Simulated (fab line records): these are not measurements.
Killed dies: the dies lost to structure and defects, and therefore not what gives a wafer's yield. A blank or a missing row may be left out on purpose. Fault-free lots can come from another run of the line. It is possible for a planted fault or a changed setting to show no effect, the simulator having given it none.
fab line records    flow gf180mcu
record lots=24  wafers=72  lastDay=34
route steps=602 shown V4@501 MIM@503 M5@534
lots with no fault: from the same line, run without faults
startH: start of the lot's first displayed wafer, in hours after the record's first day    waitH: hours from the lot's prior step to this one    " repeats the value in the row above    L1.1+2: a single row standing in for several wafers    - no value, or no start was given    * or withheld: withheld    < > ~ a bound
route shown NAME@n: a module of which the file shows steps, and the number in the route of the first    usual: mean/standard deviation of fault-free wafers    same: alike in all rows    chamber/n: place in a boat    sites: each site's reading    _std_site: how widely they spread, as a standard deviation    _edge_site: the outer-site mean with the inner-site mean subtracted    radiusMm: for every site, how far away it sits from the centre of the wafer    mask NAME#n: copy n    behind: the tool/chamber that last shaped the wafer    hold: the reason the lot was held/the length of the hold in hours/how it ended    device: the transistor (n, p or np) that didn't switch    end of line: tests run on the same wafers once the route is complete    step lacking rows: just its recipe    killed: count of dies lost to structure and defects at first sort (not the wafer's yield)    map: a wafer's dies, marking killed ones x, the rest . and places with no die _
set.NAME: the run value of the setting; set.NAME@STEP: its run value at that earlier step    model.NAME: the simulator's own value behind a step, which no gauge read
one table for each step of the route and one row for each wafer, over a sample of lots
services: when a tool's chamber went out of use (startH, in hours from the record's first day, below 0 if earlier), for how many hours, and the reason
## steps
# step GF_V4_THK_MEAS_25
# recipe thkMeasGauge=xrf  reads=W_of_V4_CVD_23
# usual V4_W_THK=361/8.2
lot.wafer  tool          chamber  startH  waitH  V4_W_THK[nm]
L074.1     filmMetro-03  -        579.39  0.1    369
L074.3     "             -        "       "      365
L074.6     "             -        "       "      357
L075.2     filmMetro-02  -        592.23  0.1    359
L075.4     "             -        "       "      358
L075.6     "             -        "       "      363
L077.1     filmMetro-02  -        597.34  0.1    360
L077.4     "             -        "       "      372
L077.6     "             -        "       "      370
L076.3     filmMetro-01  -        597.35  0.1    347
L076.4     "             -        "       "      352
L076.5     "             -        "       "      346
L078.1     filmMetro-01  -        599.54  0.1    348
L078.2     "             -        "       "      347
L078.6     "             -        "       "      345
L080.1     filmMetro-03  -        613.04  0.1    369
L080.2     "             -        "       "      372
L080.5     "             -        "       "      367
L079.2     filmMetro-03  -        616.44  0.1    377
L079.3     "             -        "       "      368
L079.6     "             -        "       "      382
L082.1     filmMetro-03  -        628.72  0.1    355
L082.3     "             -        "       "      356
L082.6     "             -        "       "      363
L083.1     filmMetro-03  -        635.88  0.1    364
L083.4     "             -        "       "      358
L083.5     "             -        "       "      368
L081.1     filmMetro-03  -        636.24  0.1    368
L081.2     "             -        "       "      377
L081.5     "             -        "       "      375
L084.1     filmMetro-02  -        642.98  0.1    357
L084.3     "             -        "       "      357
L084.5     "             -        "       "      360
L085.2     filmMetro-02  -        647.35  0.1    363
L085.4     "             -        "       "      358
L085.6     "             -        "       "      367
L086.1     filmMetro-01  -        663.72  0.1    350
L086.3     "             -        "       "      345
L086.4     "             -        "       "      350
L087.2     filmMetro-03  -        665.29  0.1    352
L087.3     "             -        "       "      358
L087.5     "             -        "       "      362
L088.1     filmMetro-01  -        665.92  0.1    360
L088.5     "             -        "       "      354
L088.6     "             -        "       "      360
L089.3     filmMetro-03  -        678.51  0.1    364
L089.5     "             -        "       "      364
L089.6     "             -        "       "      374
L090.2     filmMetro-03  -        687.66  0.1    356
L090.3     "             -        "       "      359
L090.5     "             -        "       "      358
L091.3     filmMetro-01  -        693.29  0.1    354
L091.4     "             -        "       "      346
L091.5     "             -        "       "      346
L092.1     filmMetro-03  -        697.51  0.1    349
L092.3     "             -        "       "      349
L092.5     "             -        "       "      353
L093.1     filmMetro-03  -        701.89  0.1    369
L093.2     "             -        "       "      360
L093.5     "             -        "       "      359
L094.2     filmMetro-03  -        710.57  0.1    370
L094.4     "             -        "       "      369
L094.6     "             -        "       "      363
L095.2     filmMetro-03  -        712.72  0.1    356
L095.3     "             -        "       "      356
L095.4     "             -        "       "      357
L096.2     filmMetro-03  -        720.19  0.1    360
L096.3     "             -        "       "      371
L096.6     "             -        "       "      367
L097.4     filmMetro-03  -        723.11  0.1    364
L097.5     "             -        "       "      357
L097.6     "             -        "       "      368
# step GF_MIM_SPUTTER_00
# recipe material=Ti  targetThkNm=37.5  arrivingIonEnergyEv=80  substrateTempC=200  chamberPressurePa=2  powerW=4000  timeS=150
# usual throttleValvePct=29.7/1.1
lot.wafer  tool           chamber  startH  waitH  throttleValvePct
L074.1     pvdSputter-02  -        579.75  0.1    29.6
L074.3     "              -        "       "      28.9
L074.6     "              -        "       "      28.9
L075.2     pvdSputter-02  -        592.58  0.2    31.5
L075.4     "              -        "       "      30.0
L075.6     "              -        "       "      30.1
L076.3     pvdSputter-03  -        597.69  0.1    29.2
L076.4     "              -        "       "      28.8
L076.5     "              -        "       "      31.6
L077.1     pvdSputter-02  -        597.70  0.1    29.8
L077.4     "              -        "       "      29.1
L077.6     "              -        "       "      29.0
L078.1     pvdSputter-02  -        599.90  0.2    30.0
L078.2     "              -        "       "      31.1
L078.6     "              -        "       "      29.2
L080.1     pvdSputter-02  -        613.40  0.2    29.9
L080.2     "              -        "       "      31.5
L080.5     "              -        "       "      28.9
L079.2     pvdSputter-01  -        616.79  0.2    30.9
L079.3     "              -        "       "      29.3
L079.6     "              -        "       "      27.0
L082.1     pvdSputter-02  -        629.38  0.1    29.3
L082.3     "              -        "       "      28.7
L082.6     "              -        "       "      29.1
L083.1     pvdSputter-03  -        636.24  0.1    31.6
L083.4     "              -        "       "      28.4
L083.5     "              -        "       "      29.1
L081.1     pvdSputter-03  -        636.60  0.1    29.2
L081.2     "              -        "       "      28.4
L081.5     "              -        "       "      29.3
L084.1     pvdSputter-02  -        643.34  0.2    30.0
L084.3     "              -        "       "      31.0
L084.5     "              -        "       "      28.7
L085.2     pvdSputter-02  -        647.70  0.1    31.5
L085.4     "              -        "       "      29.9
L085.6     "              -        "       "      29.8
L086.1     pvdSputter-02  -        664.08  0.2    31.0
L086.3     "              -        "       "      29.3
L086.4     "              -        "       "      29.0
L087.2     pvdSputter-01  -        665.64  0.1    30.8
L087.3     "              -        "       "      29.4
L087.5     "              -        "       "      29.3
L088.1     pvdSputter-01  -        666.28  0.1    27.1
L088.5     "              -        "       "      26.9
L088.6     "              -        "       "      29.9
L089.3     pvdSputter-03  -        678.85  0.1    31.5
L089.5     "              -        "       "      28.4
L089.6     "              -        "       "      29.0
L090.2     pvdSputter-02  -        688.01  0.1    30.8
L090.3     "              -        "       "      28.8
L090.5     "              -        "       "      28.9
L091.3     pvdSputter-02  -        693.63  0.2    28.9
L091.4     "              -        "       "      29.3
L091.5     "              -        "       "      29.3
L092.1     pvdSputter-03  -        697.99  0.2    28.2
L092.3     "              -        "       "      29.0
L092.5     "              -        "       "      31.7
L093.1     pvdSputter-02  -        702.25  0.2    28.8
L093.2     "              -        "       "      31.2
L093.5     "              -        "       "      30.0
L094.2     pvdSputter-03  -        710.92  0.2    29.1
L094.4     "              -        "       "      31.8
L094.6     "              -        "       "      28.5
L095.2     pvdSputter-02  -        713.07  0.1    31.2
L095.3     "              -        "       "      28.8
L095.4     "              -        "       "      31.1
L096.2     pvdSputter-01  -        720.54  0.1    31.0
L096.3     "              -        "       "      29.2
L096.6     "              -        "       "      29.8
L097.4     pvdSputter-02  -        723.44  0.1    31.0
L097.5     "              -        "       "      28.9
L097.6     "              -        "       "      31.4
# step GF_MIM_SPUTTER_01
# recipe material=TiN  targetThkNm=30  powerW=6500  timeS=25  chamberPressurePa=0.4
# usual throttleValvePct=29.7/1.1
lot.wafer  tool           chamber  startH  waitH  throttleValvePct
L074.1     pvdSputter-02  -        579.85  0.1    30.1
L074.3     "              -        "       "      28.7
L074.6     "              -        "       "      29.0
L075.2     pvdSputter-02  -        592.68  0.1    31.1
L075.4     "              -        "       "      29.9
L075.6     "              -        "       "      30.1
L076.3     pvdSputter-03  -        597.79  0.1    29.2
L076.4     "              -        "       "      29.0
L076.5     "              -        "       "      31.5
L077.1     pvdSputter-02  -        597.80  0.1    29.9
L077.4     "              -        "       "      28.9
L077.6     "              -        "       "      28.4
L078.1     pvdSputter-02  -        600.00  0.1    30.0
L078.2     "              -        "       "      31.1
L078.6     "              -        "       "      29.5
L080.1     pvdSputter-02  -        613.50  0.1    29.8
L080.2     "              -        "       "      31.0
L080.5     "              -        "       "      29.1
L079.2     pvdSputter-01  -        616.89  0.1    30.8
L079.3     "              -        "       "      29.3
L079.6     "              -        "       "      27.0
L082.1     pvdSputter-02  -        629.48  0.1    29.5
L082.3     "              -        "       "      29.1
L082.6     "              -        "       "      29.3
L083.1     pvdSputter-03  -        636.34  0.1    31.2
L083.4     "              -        "       "      28.4
L083.5     "              -        "       "      29.1
L081.1     pvdSputter-03  -        636.70  0.1    29.1
L081.2     "              -        "       "      28.3
L081.5     "              -        "       "      29.2
L084.1     pvdSputter-02  -        643.44  0.1    29.9
L084.3     "              -        "       "      31.2
L084.5     "              -        "       "      28.9
L085.2     pvdSputter-02  -        647.80  0.1    31.2
L085.4     "              -        "       "      29.9
L085.6     "              -        "       "      30.1
L086.1     pvdSputter-02  -        664.18  0.1    31.2
L086.3     "              -        "       "      29.3
L086.4     "              -        "       "      28.9
L087.2     pvdSputter-01  -        665.74  0.1    30.8
L087.3     "              -        "       "      29.4
L087.5     "              -        "       "      29.0
L088.1     pvdSputter-01  -        666.38  0.1    26.8
L088.5     "              -        "       "      26.8
L088.6     "              -        "       "      29.7
L089.3     pvdSputter-03  -        678.95  0.1    31.6
L089.5     "              -        "       "      28.4
L089.6     "              -        "       "      29.3
L090.2     pvdSputter-02  -        688.11  0.1    31.4
L090.3     "              -        "       "      29.0
L090.5     "              -        "       "      29.0
L091.3     pvdSputter-02  -        693.73  0.1    28.7
L091.4     "              -        "       "      29.4
L091.5     "              -        "       "      29.3
L092.1     pvdSputter-03  -        698.09  0.1    28.3
L092.3     "              -        "       "      29.0
L092.5     "              -        "       "      31.5
L093.1     pvdSputter-02  -        702.35  0.1    28.8
L093.2     "              -        "       "      31.1
L093.5     "              -        "       "      30.0
L094.2     pvdSputter-03  -        711.02  0.1    28.9
L094.4     "              -        "       "      31.6
L094.6     "              -        "       "      28.5
L095.2     pvdSputter-02  -        713.17  0.1    31.2
L095.3     "              -        "       "      28.8
L095.4     "              -        "       "      31.2
L096.2     pvdSputter-01  -        720.64  0.1    30.9
L096.3     "              -        "       "      29.3
L096.6     "              -        "       "      29.8
L097.4     pvdSputter-02  -        723.54  0.1    30.9
L097.5     "              -        "       "      28.8
L097.6     "              -        "       "      31.1
# step GF_MIM_SPUTTER_02
# recipe material=AlCu  targetThkNm=450  powerW=10600  timeS=23.9  chamberPressurePa=0.4
# usual throttleValvePct=29.7/1.2
lot.wafer  tool           chamber  startH  waitH  throttleValvePct
L074.1     pvdSputter-02  -        579.88  0.0    29.9
L074.3     "              -        "       "      28.5
L074.6     "              -        "       "      29.0
L075.2     pvdSputter-02  -        592.71  0.0    31.2
L075.4     "              -        "       "      29.9
L075.6     "              -        "       "      29.8
L076.3     pvdSputter-03  -        597.82  0.0    29.0
L076.4     "              -        "       "      29.0
L076.5     "              -        "       "      31.5
L077.1     pvdSputter-02  -        597.83  0.0    29.7
L077.4     "              -        "       "      29.2
L077.6     "              -        "       "      28.8
L078.1     pvdSputter-02  -        600.03  0.0    30.1
L078.2     "              -        "       "      31.4
L078.6     "              -        "       "      29.3
L080.1     pvdSputter-02  -        613.54  0.0    30.0
L080.2     "              -        "       "      31.3
L080.5     "              -        "       "      28.9
L079.2     pvdSputter-01  -        616.92  0.0    31.0
L079.3     "              -        "       "      29.2
L079.6     "              -        "       "      26.8
L082.1     pvdSputter-02  -        629.51  0.0    29.0
L082.3     "              -        "       "      28.7
L082.6     "              -        "       "      29.3
L083.1     pvdSputter-03  -        636.38  0.0    31.6
L083.4     "              -        "       "      28.4
L083.5     "              -        "       "      29.2
L081.1     pvdSputter-03  -        636.73  0.0    29.1
L081.2     "              -        "       "      28.3
L081.5     "              -        "       "      29.4
L084.1     pvdSputter-02  -        643.47  0.0    29.8
L084.3     "              -        "       "      31.2
L084.5     "              -        "       "      28.7
L085.2     pvdSputter-02  -        647.83  0.0    31.5
L085.4     "              -        "       "      29.7
L085.6     "              -        "       "      30.0
L086.1     pvdSputter-02  -        664.21  0.0    31.2
L086.3     "              -        "       "      29.4
L086.4     "              -        "       "      28.5
L087.2     pvdSputter-01  -        665.77  0.0    30.8
L087.3     "              -        "       "      29.2
L087.5     "              -        "       "      29.5
L088.1     pvdSputter-01  -        666.41  0.0    26.6
L088.5     "              -        "       "      26.9
L088.6     "              -        "       "      29.5
L089.3     pvdSputter-03  -        678.98  0.0    31.4
L089.5     "              -        "       "      28.4
L089.6     "              -        "       "      29.2
L090.2     pvdSputter-02  -        688.15  0.0    31.1
L090.3     "              -        "       "      28.8
L090.5     "              -        "       "      28.8
L091.3     pvdSputter-02  -        693.76  0.0    28.7
L091.4     "              -        "       "      29.6
L091.5     "              -        "       "      28.9
L092.1     pvdSputter-03  -        698.12  0.0    28.6
L092.3     "              -        "       "      28.8
L092.5     "              -        "       "      31.6
L093.1     pvdSputter-02  -        702.38  0.0    28.6
L093.2     "              -        "       "      31.0
L093.5     "              -        "       "      30.0
L094.2     pvdSputter-03  -        711.05  0.0    29.1
L094.4     "              -        "       "      31.6
L094.6     "              -        "       "      28.2
L095.2     pvdSputter-02  -        713.20  0.0    31.1
L095.3     "              -        "       "      28.7
L095.4     "              -        "       "      31.4
L096.2     pvdSputter-01  -        720.67  0.0    31.0
L096.3     "              -        "       "      29.3
L096.6     "              -        "       "      30.0
L097.4     pvdSputter-02  -        723.57  0.0    30.9
L097.5     "              -        "       "      28.8
L097.6     "              -        "       "      31.3
# step GF_MIM_SPUTTER_08
# recipe material=AlCu  targetThkNm=200  powerW=11010  timeS=10.6  chamberPressurePa=0.4
# usual throttleValvePct=29.4/1.3
lot.wafer  tool           chamber  startH  waitH  throttleValvePct
L074.1     pvdSputter-03  -        580.11  0.0    31.3
L074.3     "              -        "       "      28.5
L074.6     "              -        "       "      31.5
L075.2     pvdSputter-03  -        592.95  0.0    29.1
L075.4     "              -        "       "      29.1
L075.6     "              -        "       "      29.0
L076.3     pvdSputter-01  -        598.04  0.0    31.0
L076.4     "              -        "       "      26.9
L076.5     "              -        "       "      29.4
L077.1     pvdSputter-03  -        598.08  0.0    29.3
L077.4     "              -        "       "      29.0
L077.6     "              -        "       "      29.0
L078.1     pvdSputter-01  -        600.25  0.0    26.8
L078.2     "              -        "       "      29.8
L078.6     "              -        "       "      30.9
L080.1     pvdSputter-03  -        613.76  0.0    31.5
L080.2     "              -        "       "      29.1
L080.5     "              -        "       "      29.0
L079.2     pvdSputter-01  -        617.15  0.0    26.9
L079.3     "              -        "       "      29.3
L079.6     "              -        "       "      27.0
L082.1     pvdSputter-03  -        629.73  0.0    29.1
L082.3     "              -        "       "      31.7
L082.6     "              -        "       "      29.2
L083.1     pvdSputter-01  -        636.60  0.0    30.4
L083.4     "              -        "       "      29.1
L083.5     "              -        "       "      30.9
L081.1     pvdSputter-01  -        636.95  0.0    29.6
L081.2     "              -        "       "      26.7
L081.5     "              -        "       "      29.7
L084.1     pvdSputter-03  -        643.70  0.0    31.7
L084.3     "              -        "       "      29.0
L084.5     "              -        "       "      28.9
L085.2     pvdSputter-01  -        648.06  0.0    30.7
L085.4     "              -        "       "      29.3
L085.6     "              -        "       "      29.6
L086.1     pvdSputter-01  -        664.43  0.0    29.3
L086.3     "              -        "       "      30.7
L086.4     "              -        "       "      26.7
L087.2     pvdSputter-02  -        666.00  0.0    29.0
L087.3     "              -        "       "      29.3
L087.5     "              -        "       "      29.2
L088.1     pvdSputter-02  -        666.64  0.0    31.0
L088.5     "              -        "       "      28.9
L088.6     "              -        "       "      30.9
L089.3     pvdSputter-01  -        679.21  0.0    26.8
L089.5     "              -        "       "      30.8
L089.6     "              -        "       "      29.2
L090.2     pvdSputter-01  -        688.37  0.0    26.8
L090.3     "              -        "       "      30.0
L090.5     "              -        "       "      30.5
L091.3     pvdSputter-01  -        693.99  0.0    26.9
L091.4     "              -        "       "      29.7
L091.5     "              -        "       "      31.1
L092.1     pvdSputter-01  -        698.35  0.0    29.2
L092.3     "              -        "       "      29.6
L092.5     "              -        "       "      30.7
L093.1     pvdSputter-01  -        702.61  0.0    29.7
L093.2     "              -        "       "      29.3
L093.5     "              -        "       "      29.7
L094.2     pvdSputter-01  -        711.28  0.0    29.7
L094.4     "              -        "       "      29.3
L094.6     "              -        "       "      29.2
L095.2     pvdSputter-01  -        713.43  0.0    29.3
L095.3     "              -        "       "      30.9
L095.4     "              -        "       "      29.9
L096.2     pvdSputter-03  -        720.90  0.0    29.3
L096.3     "              -        "       "      29.2
L096.6     "              -        "       "      28.3
L097.4     pvdSputter-01  -        723.81  0.0    31.0
L097.5     "              -        "       "      29.3
L097.6     "              -        "       "      29.8
# step GF_M5_OVL_MEAS_08
# usual M5_OVL=2/5.3
lot.wafer  tool        chamber  startH  waitH  M5_OVL[nm]
L074.1     overlay-02  -        622.25  0.1    -3
L074.3     "           -        "       "      -2
L074.6     "           -        "       "      -1
L075.2     overlay-01  -        634.86  0.1    12
L075.4     "           -        "       "      13
L075.6     "           -        "       "      11
L076.3     overlay-02  -        639.07  0.1    6
L076.4     "           -        "       "      2
L076.5     "           -        "       "      4
L077.1     overlay-01  -        639.41  0.1    1
L077.4     "           -        "       "      0
L077.6     "           -        "       "      0
L078.1     overlay-01  -        642.35  0.1    -1
L078.2     "           -        "       "      8
L078.6     "           -        "       "      6
L080.1     overlay-01  -        653.26  0.1    1
L080.2     "           -        "       "      2
L080.5     "           -        "       "      9
L079.2     overlay-01  -        657.22  0.1    2
L079.3     "           -        "       "      11
L079.6     "           -        "       "      10
L082.1     overlay-01  -        669.16  0.1    -6
L082.3     "           -        "       "      -4
L082.6     "           -        "       "      -6
L083.1     overlay-02  -        675.46  0.1    -2
L083.4     "           -        "       "      -3
L083.5     "           -        "       "      -4
L081.1     overlay-01  -        676.25  0.1    -9
L081.2     "           -        "       "      3
L081.5     "           -        "       "      -12
L084.1     overlay-01  -        683.50  0.1    2
L084.3     "           -        "       "      -1
L084.5     "           -        "       "      4
L085.2     overlay-02  -        687.76  0.1    5
L085.4     "           -        "       "      3
L085.6     "           -        "       "      8
L086.1     overlay-01  -        703.65  0.1    1
L086.3     "           -        "       "      -5
L086.4     "           -        "       "      9
L087.2     overlay-01  -        705.71  0.1    3
L087.3     "           -        "       "      6
L087.5     "           -        "       "      1
L088.1     overlay-02  -        705.86  0.1    9
L088.5     "           -        "       "      0
L088.6     "           -        "       "      -4
L089.3     overlay-02  -        717.37  0.1    -1
L089.5     "           -        "       "      -10
L089.6     "           -        "       "      -5
L090.2     overlay-01  -        725.31  0.1    4
L090.3     "           -        "       "      6
L090.5     "           -        "       "      3
L091.3     overlay-01  -        730.32  0.1    10
L091.4     "           -        "       "      8
L091.5     "           -        "       "      1
L092.1     overlay-01  -        735.05  0.1    -1
L092.3     "           -        "       "      6
L092.5     "           -        "       "      3
L093.1     overlay-02  -        739.10  0.1    2
L093.2     "           -        "       "      12
L093.5     "           -        "       "      8
L094.2     overlay-01  -        746.17  0.1    4
L094.4     "           -        "       "      2
L094.6     "           -        "       "      0
L095.2     overlay-01  -        748.80  0.1    -2
L095.3     "           -        "       "      -1
L095.4     "           -        "       "      -2
L096.2     overlay-02  -        755.81  0.1    -4
L096.3     "           -        "       "      -5
L096.6     "           -        "       "      0
L097.4     overlay-02  -        759.07  0.1    12
L097.5     "           -        "       "      -1
L097.6     "           -        "       "      9
## services
tool           chamber  startH  hours  kind
pvdSputter-03  2        566.32  -      consumableReplace:kit
pvdSputter-03  2        566.32  18.0   scheduledDown
pvdSputter-03  2        566.32  18.0   ventCycle
pvdSputter-01  3        612.72  -      consumableReplace:kit
pvdSputter-01  3        612.72  18.0   scheduledDown
pvdSputter-01  3        612.72  18.0   ventCycle
pvdSputter-02  -        648.71  3.1    repair
pvdSputter-03  -        662.97  13.3   repair
pvdSputter-03  -        664.13  0.7    repair
pvdSputter-02  -        667.51  2.9    repair
pvdSputter-02  0        698.29  -      consumableReplace:kit
pvdSputter-02  0        698.29  18.0   scheduledDown
pvdSputter-02  0        698.29  18.0   ventCycle
pvdSputter-01  2        712.55  -      consumableReplace:kit
pvdSputter-01  2        712.55  18.0   scheduledDown
pvdSputter-01  2        712.55  18.0   ventCycle
## key
fault none
